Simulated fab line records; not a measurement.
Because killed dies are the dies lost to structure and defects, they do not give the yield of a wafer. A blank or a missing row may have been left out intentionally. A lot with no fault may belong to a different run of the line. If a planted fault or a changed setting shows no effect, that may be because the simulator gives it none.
Split-lot experiment    flow sfq line    route with 325 steps; 5 lots, 12 wafers read

== ON THE SPLIT ==
At SFQ_TRILAYER_I1_VIA_LITHO_COAT_054 (resist thk 62 nm), the setting spin rpm was moved away from the recipe's 3000 rpm on 4 of the 12 wafers read, by -6.5% to -4.3%. All remaining wafers had this setting at the recipe value.

== FROM THE SPLIT TO THE READING: what the file shows between them, 3 steps ==
- SFQ_TRILAYER_I1_VIA_LITHO_EXPOSE_050: exposes mask I1, target cd 500 nm (also split here: dose mj)
- SFQ_TRILAYER_I1_VIA_LITHO_PEB_052: peb time 60 s
- SFQ_TRILAYER_I1_VIA_LITHO_DEVELOP_051: time 60 s

== THE READING ==
etch.depth nm (the simulator's own value, which no gauge read), in nm, at SFQ_TRILAYER_I1_VIA_BARC_OPEN_VIA_ETCH_071 (etches BARC in O2, target depth 125 nm, time 41.7 s). No usual value for it is given in the file. Here, 8 wafers ran the recipe; their average is 62.20 nm with a standard deviation of 0.081 nm.

wafer   tool, chamber at the split  spin rpm as run, rpm  against the recipe  etch.depth nm, nm  against lot-mates on the recipe
L074.4  litho track-01, 0           3000                  recipe              62.24              -
L074.6  litho track-01, 0           2871                  -4.3%               63.74              +1.50
L075.4  litho track-01, 0           3000                  recipe              62.32              -
L078.1  litho track-01, 0           3000                  recipe              62.02              -
L078.2  litho track-01, 0           3000                  recipe              62.21              -
L078.6  litho track-01, 0           3000                  recipe              62.23              -
L080.5  litho track-01, 0           3000                  recipe              62.15              -
L084.1  litho track-01, 0           3000                  recipe              62.21              -
L084.3  litho track-01, 0           2804                  -6.5%               64.21              +2.00
L084.4  litho track-01, 0           3000                  recipe              62.21              -
L084.5  litho track-01, 0           2804                  -6.5%               64.45              +2.24
L084.6  litho track-01, 0           2804                  -6.5%               64.4               +2.19

THE FIT
A straight line over all 12 wafers: etch.depth nm changes by -0.333 nm for each +1% of spin rpm; r = -1.00; the points scatter about the line by 0.099 nm.
The same after taking each lot's own level away (the mean of its wafers on the recipe; 12 wafers): -0.33 nm for each +1%; r = -1.00; scatter 0.081 nm.
The reading moves by 2.2 nm for the largest change in spin rpm, on that fit.
Across the lots, their own levels run from 62.150 to 62.320 nm, a range of 2.1 times the standard deviation given above.
Hence the lot-to-lot level has little effect on the slope; both slopes agree.
Check: for one of the wafers moved furthest among these (-6.5%), held out of the fit, the line's prediction against its lot-mates is +2.23 nm. Against them it came out at +2 nm.

== OTHER SPLITS ON THESE WAFERS ==
Other splits were also applied to these wafers ahead of the reading. Each is held against what the fit with the lots' levels taken away leaves over:
other split on the same wafers                    wafers away from the commonest value  r with etch.depth nm (lot level and that fit taken away)
SFQ_TRILAYER_L0_LITHO_COAT_010 spin rpm           4                                     -0.22
SFQ_TRILAYER_L0_VIA_LITHO_COAT_018 resist thk nm  4                                     +0.00
SFQ_TRILAYER_L0_VIA_LITHO_PEB_016 peb temp c      4                                     -0.05
SFQ_TRILAYER_M0_LITHO_COAT_026 resist thk nm      4                                     -0.11
SFQ_TRILAYER_M0_BARC_OPEN_METAL_ETCH_031 icp w    4                                     -0.10
SFQ_TRILAYER_I0_VIA_LITHO_COAT_031 spin rpm       4                                     +0.24
SFQ_TRILAYER_I0_VIA_LITHO_PEB_034 peb temp c      0                                     -
SFQ_TRILAYER_I0_VIA_ETCH_VIA_ETCH_034 source w    2                                     +0.08
SFQ_TRILAYER_M1_LITHO_COAT_044 spin rpm           3                                     -0.18
SFQ_TRILAYER_I1_VIA_LITHO_EXPOSE_050 dose mj      3                                     -0.15

== THE WHOLE CHAIN: every reading that the file lists as answering this split, in the file's order ==
step                                        what it does                                         reading                                                                                         change (the file's fit)                r (the file's)
SFQ_TRILAYER_I1_VIA_LITHO_COAT_054          resist thk 62 nm                                     BARC_of_TRILAYER_I1_VIA_LITHO_COAT_054.thk nm (the simulator's own value, which no gauge read)  -0.338 nm for each +1% of the setting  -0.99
SFQ_TRILAYER_I1_VIA_BARC_OPEN_VIA_ETCH_071  etches BARC in O2, target depth 125 nm, time 41.7 s  etch.depth nm (the simulator's own value, which no gauge read)                                  -0.331 nm for each +1% of the setting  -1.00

== THE FILE'S OWN FIT ==
etch.depth nm changes by -0.331 nm for each +1% of spin rpm, r = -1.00.
